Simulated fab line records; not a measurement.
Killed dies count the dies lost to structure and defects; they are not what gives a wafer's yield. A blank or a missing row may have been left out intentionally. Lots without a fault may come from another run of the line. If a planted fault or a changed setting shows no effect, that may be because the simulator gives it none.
8D (eight disciplines) problem report, filled in by code -- flow sfq_line -- the parts of the form that need people (team, actions taken, sign-off) are left out

== 1. THE PROBLEM ==
run_length_s at SFQ_TRILAYER_I0_VIA_BARC_OPEN_VIA_ETCH_046 reads a mean of 72.5 s on 3 wafers of 3 lots; wafers without a fault read 69.8 s with a standard deviation of 0.46. Relative to the usual mean, that is a shift of +5.8 standard deviations.
The step: etches BARC in O2, target depth 125 nm, time 41.7 s.
The first sign was on wafer L151.2 at day 15 15:38, on rie_diel-01. At this step, 42 wafers from 15 lots have a number in the record. Rule for "out", or "out of limits": more than 4 standard deviations from the usual mean. The other wafers with a number count as sound.

== 2. WHAT IT IS, AND WHAT IT ISN'T ==
question,is,is not
which readings at this step,run_length_s,bias_w
which lots,"L151, L152, L155","L134, L135, L136, L137, L140, L141, L142, L143, L144, L145, L148, L156"
which wafers of those lots,"L151.2, L152.2, L155.6","L151.1, L152.1, L155.4"
read on which tools,rie_diel-01,"rie_diel-02, rie_diel-04"
when,from day 15 15:38,"up to then (34 sound wafers); but 5 sound wafers of L152, L155, L156 came after"

== 3. SUSPECTS, AND WHAT RULES EACH OUT ==
Counting: any tool at a process step up to the reading remains a suspect provided it ran every lot that is out. Sound lots after the first of them don't rule it out here, since some wafers of a struck lot are sound.
- rie_diel-01 at SFQ_TRILAYER_I0_VIA_BARC_OPEN_VIA_ETCH_046 (etches BARC in O2, target depth 125 nm, time 41.7 s): kept. Ran every lot that is out, first one L151 (day 15 15:38); last sound lot up to then L148 (day 15 00:02). Its own run_length_s readings are out on those wafers.
After counting, what remains is rie_diel-01 at SFQ_TRILAYER_I0_VIA_BARC_OPEN_VIA_ETCH_046.

== 4. THE CAUSE (what the simulator had put in) ==
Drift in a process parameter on rie_diel-01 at SFQ_TRILAYER_I0_VIA_BARC_OPEN_VIA_ETCH_046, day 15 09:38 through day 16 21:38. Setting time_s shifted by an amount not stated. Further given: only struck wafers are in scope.
This tool alone remained once counting was done.

== 5. SEQUENCE OF EFFECTS, ordered by route ==
One row per reading whose mean, taken over the struck wafers that have a number, lies over 3 standard deviations from the usual. Readings are gone through only where the record gives a usual standard deviation; hours: the median, over the lots, of the time from a lot's start at the first step in this table giving one to that lot's start at this step; sigmas: the change measured in usual standard deviations.
hours,step,reading,usual,on struck wafers,change,sigmas
0,SFQ_TRILAYER_I0_VIA_BARC_OPEN_VIA_ETCH_046,oes_product_au,0.685 a.u.,0.669,-0.016,-3.9
0,SFQ_TRILAYER_I0_VIA_BARC_OPEN_VIA_ETCH_046,run_length_s,69.8 s,72.5,+2.7,+5.8
Process steps it contains:
- SFQ_TRILAYER_I0_VIA_BARC_OPEN_VIA_ETCH_046: etches BARC in O2, target depth 125 nm, time 41.7 s.

== 6. WHAT WOULD HAVE CAUGHT IT SOONER ==
In this record no reading fell out of limits until day 15 15:38, 6 hours after the fault had begun at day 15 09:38.
